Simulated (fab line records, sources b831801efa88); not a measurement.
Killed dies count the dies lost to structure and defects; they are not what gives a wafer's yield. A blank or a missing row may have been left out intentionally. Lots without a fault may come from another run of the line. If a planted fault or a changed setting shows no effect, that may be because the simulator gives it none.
fab line records	flow sfq-line
record: lots: 14	wafers: 42	last-day: 95
route steps=325 shown M4@158 I4@173
lots with no fault: from the same line, run without faults
start-h: hours from the record's first day to the start of the lot's first wafer shown	wait-h: how many hours have passed since the lot's step before this one	" as in the row above	L1.1+2: a single row standing in for several wafers	- either no value or no given start	* or withheld: withheld	< > ~ a bound
route shown NAME@n: NAME is a module with steps in the file, n the number in the route of the first one	usual: mean/standard deviation taken from wafers without a fault	same: alike in all rows	chamber/n: place in a boat	sites: readings site by site	_std_site: how widely they spread, as a standard deviation	_edge_site: inner sites' mean taken away from outer sites' mean	radius-mm: for every site, how far away it sits from the centre of the wafer	mask NAME#n: copy n	behind: the tool/chamber that last shaped the wafer	hold: reason for holding the lot/hours on hold/outcome of the hold	device: transistor that didn't switch, given as n, p or np	end of line: the tests these same wafers got at the end of their route	a step without rows: its recipe alone	killed: at the first sort, the dies lost to defects and structure; wafer yield is something else	map: dies across one wafer; x = killed, . = not, _ = none there
set.NAME: setting as actually run; set.NAME@STEP: the setting as run at that earlier step	model.NAME: the simulator's own value behind a step, which no gauge read
the route's steps for a sample of lots (tables are steps, rows are wafers)
services: a tool's chamber out of use, with start hour (start-h, from the record's first day; less than 0 if before it), hours out, and reason
== steps ==
step: SFQ_M4_OVL_MEAS_926
usual: M4_OVL: 0/6
lot.wafer	tool	chamber	start-h	wait-h	M4_OVL[nm]
L910.1	overlay-01	-	1274.05	0.1	-7
L910.4	"	-	"	"	-2
L910.5	"	-	"	"	-3
L911.1	overlay-01	-	1286.05	0.1	-3
L911.4	"	-	"	"	-4
L911.6	"	-	"	"	-7
L912.1	overlay-01	-	1305.37	0.1	-1
L912.4	"	-	"	"	2
L912.6	"	-	"	"	1
L913.1	overlay-02	-	1310.17	0.1	-3
L913.3	"	-	"	"	-2
L913.5	"	-	"	"	1
L914.1	overlay-02	-	1322.30	0.1	-13
L914.3	"	-	"	"	-4
L914.6	"	-	"	"	0
L915.4	overlay-01	-	1342.71	0.1	-5
L915.5	"	-	"	"	-8
L915.6	"	-	"	"	3
L916.1	overlay-02	-	1351.10	0.1	-9
L916.3	"	-	"	"	-12
L916.5	"	-	"	"	-11
L917.3	overlay-01	-	1397.70	0.1	1
L917.4	"	-	"	"	-7
L917.6	"	-	"	"	1
L918.2	overlay-02	-	1400.10	0.1	-4
L918.5	"	-	"	"	1
L918.6	"	-	"	"	-6
L923.1	overlay-02	-	1421.69	0.1	7
L923.2	"	-	"	"	4
L923.3	"	-	"	"	2
L927.1	overlay-01	-	1453.02	0.1	5
L927.4	"	-	"	"	-6
L927.5	"	-	"	"	-2
L929.1	overlay-02	-	1457.82	0.1	2
L929.3	"	-	"	"	2
L929.4	"	-	"	"	1
L931.2	overlay-01	-	1471.02	0.1	-3
L931.3	"	-	"	"	-8
L931.4	"	-	"	"	-1
L933.2	overlay-01	-	1484.35	0.1	12
L933.4	"	-	"	"	4
L933.5	"	-	"	"	4
step: SFQ_TRILAYER_M4_STRIP_STRIP_097
recipe: gas: O2	power-w: 200	platen-temp-c: 40	overash-fraction: 0.65	chemistry: O2	pressure-mtorr: 50
usual: drypump-motor-current-A: 5.5/0.39	oes-product-au: 1.000/0.0068	overash-fraction: 0.65/0
lot.wafer	tool	chamber	start-h	wait-h	drypump-motor-current-A	oes-product-au	overash-fraction	rf-hours-counter-h
L910.1	rie-metal-04	0	1274.45	0.2	5.3	0.991	0.65	118
L910.4	"	0	"	"	5.3	0.995	0.65	-
L910.5	"	0	"	"	5.3	0.994	0.65	-
L911.1	rie-metal-03	0	1286.45	0.2	5.5	1.002	0.65	26
L911.4	"	0	"	"	5.5	1.001	0.65	-
L911.6	"	0	"	"	5.5	0.996	0.65	-
L912.1	rie-metal-03	0	1305.59	0.1	5.5	1.010	0.65	29
L912.4	"	0	"	"	5.5	1.003	0.65	-
L912.6	"	0	"	"	5.5	0.998	0.65	-
L913.1	rie-metal-04	0	1310.39	0.1	5.3	0.990	0.65	123
L913.3	"	0	"	"	5.3	0.997	0.65	-
L913.5	"	1	"	"	5.2	1.000	0.65	-
L914.1	rie-metal-02	1	1322.52	0.1	6.5	1.005	0.65	137
L914.3	"	0	"	"	5.3	1.004	0.65	-
L914.6	"	1	"	"	6.5	1.000	0.65	-
L915.4	rie-metal-02	0	1343.70	0.7	5.3	1.001	0.65	-
L915.5	"	0	"	"	5.3	0.994	0.65	-
L915.6	"	0	"	"	5.3	0.998	0.65	-
L916.1	rie-metal-04	0	1351.32	0.1	5.3	1.007	0.65	129
L916.3	"	1	"	"	5.2	0.995	0.65	-
L916.5	"	0	"	"	5.3	1.001	0.65	-
L917.3	rie-metal-04	0	1398.11	0.2	5.3	0.990	0.65	-
L917.4	"	1	"	"	5.2	1.007	0.65	-
L917.6	"	1	"	"	5.2	1.012	0.65	-
L918.2	rie-metal-03	1	1400.31	0.1	5.8	0.998	0.65	11
L918.5	"	1	"	"	5.8	1.012	0.65	-
L918.6	"	0	"	"	5.5	0.999	0.65	-
L923.1	rie-metal-03	1	1421.98	0.1	5.8	0.994	0.65	14
L923.2	"	0	"	"	5.5	0.995	0.65	44
L923.3	"	0	"	"	5.5	0.994	0.65	-
L927.1	rie-metal-04	0	1453.24	0.1	5.3	1.005	0.65	12
L927.4	"	1	"	"	5.2	1.003	0.65	-
L927.5	"	1	"	"	5.2	1.005	0.65	-
L929.1	rie-metal-02	0	1458.04	0.1	5.3	1.005	0.65	53
L929.3	"	0	"	"	5.3	1.001	0.65	-
L929.4	"	1	"	"	6.4	0.990	0.65	-
L931.2	rie-metal-04	0	1471.24	0.1	5.3	0.984	0.65	14
L931.3	"	0	"	"	5.2	0.984	0.65	-
L931.4	"	1	"	"	5.2	1.007	0.65	-
L933.2	rie-metal-02	0	1484.56	0.1	5.3	1.006	0.65	56
L933.4	"	0	"	"	5.3	1.003	0.65	-
L933.5	"	0	"	"	5.3	0.989	0.65	-
step: SFQ_I4_OVL_MEAS_928
usual: I4_OVL: 3/5.7
lot.wafer	tool	chamber	start-h	wait-h	I4_OVL[nm]
L910.1	overlay-01	-	1407.29	0.1	-1
L910.4	"	-	"	"	-7
L910.5	"	-	"	"	6
L911.1	overlay-02	-	1418.09	0.1	7
L911.4	"	-	"	"	-2
L911.6	"	-	"	"	3
L912.1	overlay-02	-	1431.29	0.1	1
L912.4	"	-	"	"	6
L912.6	"	-	"	"	3
L913.1	overlay-01	-	1436.22	0.1	2
L913.3	"	-	"	"	4
L913.5	"	-	"	"	7
L914.1	overlay-01	-	1442.22	0.1	5
L914.3	"	-	"	"	6
L914.6	"	-	"	"	-4
L915.4	overlay-01	-	1463.84	0.1	6
L915.5	"	-	"	"	-2
L915.6	"	-	"	"	3
L916.1	overlay-01	-	1472.22	0.1	0
L916.3	"	-	"	"	2
L916.5	"	-	"	"	2
L917.3	overlay-02	-	1512.08	0.1	7
L917.4	"	-	"	"	1
L917.6	"	-	"	"	2
L918.2	overlay-02	-	1515.67	0.1	3
L918.5	"	-	"	"	12
L918.6	"	-	"	"	5
L923.1	overlay-02	-	1540.87	0.1	-4
L923.2	"	-	"	"	0
L923.3	"	-	"	"	2
L927.1	overlay-02	-	1571.12	0.1	8
L927.4	"	-	"	"	9
L927.5	"	-	"	"	0
L929.1	overlay-01	-	1575.92	0.1	11
L929.3	"	-	"	"	12
L929.4	"	-	"	"	5
L931.2	overlay-01	-	1585.52	0.1	4
L931.3	"	-	"	"	10
L931.4	"	-	"	"	-4
L933.2	overlay-02	-	1591.52	0.1	9
L933.4	"	-	"	"	15
L933.5	"	-	"	"	1
step: SFQ_TRILAYER_I4_VIA_STRIP_STRIP_107
recipe: gas: O2	power-w: 200	platen-temp-c: 40	overash-fraction: 0.65	chemistry: O2	pressure-mtorr: 50
usual: drypump-motor-current-A: 5.35/0.16	oes-product-au: 1.002/0.0095	overash-fraction: 0.65/0
lot.wafer	tool	chamber	start-h	wait-h	drypump-motor-current-A	oes-product-au	overash-fraction	rf-hours-counter-h
L910.1	rie-metal-03	1	1407.48	-	5.80	0.995	0.65	12
L910.4	"	1	"	"	5.78	1.001	0.65	-
L910.5	"	0	"	"	5.50	0.993	0.65	-
L911.1	rie-metal-04	1	1418.28	-	5.15	1.019	0.65	11
L911.4	"	0	"	"	5.32	0.996	0.65	-
L911.6	"	0	"	"	5.27	0.990	0.65	-
L912.1	rie-metal-01	0	1431.48	-	5.40	0.992	0.65	53
L912.4	"	1	"	"	5.36	1.004	0.65	-
L912.6	"	1	"	"	5.36	1.003	0.65	-
L913.1	rie-metal-01	0	1436.41	-	5.36	1.000	0.65	54
L913.3	"	0	"	"	5.36	0.996	0.65	-
L913.5	"	0	"	"	5.35	1.003	0.65	-
L914.1	rie-metal-04	1	1442.41	-	5.15	1.001	0.65	14
L914.3	"	1	"	"	5.16	0.999	0.65	-
L914.6	"	1	"	"	5.16	1.009	0.65	-
L915.4	rie-metal-04	1	1464.21	-	5.17	1.003	0.65	-
L915.5	"	0	"	"	5.28	0.995	0.65	-
L915.6	"	1	"	"	5.16	1.010	0.65	-
L916.1	rie-metal-01	1	1472.41	-	5.36	1.017	0.65	125
L916.3	"	1	"	"	5.35	1.021	0.65	-
L916.5	"	1	"	"	5.35	1.022	0.65	-
L917.3	rie-metal-04	1	1512.46	-	5.16	1.008	0.65	-
L917.4	"	0	"	"	5.26	0.994	0.65	-
L917.6	"	0	"	"	5.29	0.995	0.65	-
L918.2	rie-metal-04	0	1515.86	-	5.26	0.991	0.65	19
L918.5	"	0	"	"	5.29	0.993	0.65	-
L918.6	"	1	"	"	5.15	1.003	0.65	-
L923.1	rie-metal-01	0	1541.06	-	5.40	1.001	0.39	66
L923.2	"	1	"	"	5.38	1.019	0.65	2
L923.3	"	0	"	"	5.39	0.999	0.39	-
L927.1	rie-metal-01	1	1571.31	-	5.35	1.018	0.65	5
L927.4	"	1	"	"	5.36	1.014	0.65	-
L927.5	"	0	"	"	5.34	0.989	0.39	-
L929.1	rie-metal-04	0	1576.11	-	5.30	0.990	0.65	25
L929.3	"	1	"	"	5.18	0.993	0.65	-
L929.4	"	0	"	"	5.30	0.997	0.65	-
L931.2	rie-metal-04	1	1585.71	-	5.15	1.013	0.65	32
L931.3	"	1	"	"	5.17	1.014	0.65	-
L931.4	"	0	"	"	5.22	0.997	0.65	-
L933.2	rie-metal-03	0	1591.71	-	5.50	0.993	0.65	61
L933.4	"	0	"	"	5.50	1.003	0.65	-
L933.5	"	0	"	"	5.47	0.988	0.65	-
== services ==
tool	chamber	start-h	hours	kind
rie-metal-04	1	1273.82	12.4	repair
rie-metal-03	1	1279.74	-	clean
rie-metal-01	-	1283.99	0.2	repair
rie-metal-01	-	1298.96	3.5	repair
rie-metal-03	-	1315.79	14.6	pm
rie-metal-04	1	1323.74	-	clean
rie-metal-04	1	1323.74	-	consumable-replace:focus-ring
rie-metal-04	1	1323.74	16.3	scheduled-down
rie-metal-04	1	1323.74	16.3	vent-cycle
rie-metal-01	-	1327.37	14.6	pm
rie-metal-04	-	1352.07	0.2	repair
rie-metal-04	0	1355.55	-	clean
rie-metal-04	0	1355.55	-	consumable-replace:focus-ring
rie-metal-04	0	1355.55	17.0	scheduled-down
rie-metal-04	0	1355.55	17.0	vent-cycle
rie-metal-04	-	1355.76	2.5	repair
rie-metal-02	-	1361.96	1.5	repair
rie-metal-03	-	1370.85	2.1	repair
rie-metal-02	-	1453.42	0.2	repair
rie-metal-03	0	1479.20	11.8	repair
rie-metal-02	-	1504.21	0.7	repair
rie-metal-01	-	1519.04	4.3	pm
rie-metal-04	0	1538.48	6.0	repair
rie-metal-02	1	1546.70	27.2	repair
== key ==
first-sign: step: SFQ_TRILAYER_I4_VIA_STRIP_STRIP_107	reading: overash-fraction	direction: down	sigmas: 99+	usual: 0.65	struck: 0.39
effect none on later readings
met-at SFQ_TRILAYER_I4_VIA_STRIP_STRIP_107
struck-lots L923,L927
struck-wafers L923.1,L923.3,L927.5
not-acting-at SFQ_M4_OVL_MEAS_926,SFQ_TRILAYER_M4_STRIP_STRIP_097,SFQ_I4_OVL_MEAS_928
onset-between 1436.41 1541.06
fault: kind: process-parameter-drift	tool: rie-metal-01	chamber: 0	onset-h: 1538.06	steps: SFQ_TRILAYER_I4_VIA_STRIP_STRIP_107	channel: overash-fraction	offset: -0.26	shape: step	end-h: 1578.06	acts-in: these-recipes-only	stated: 0.65
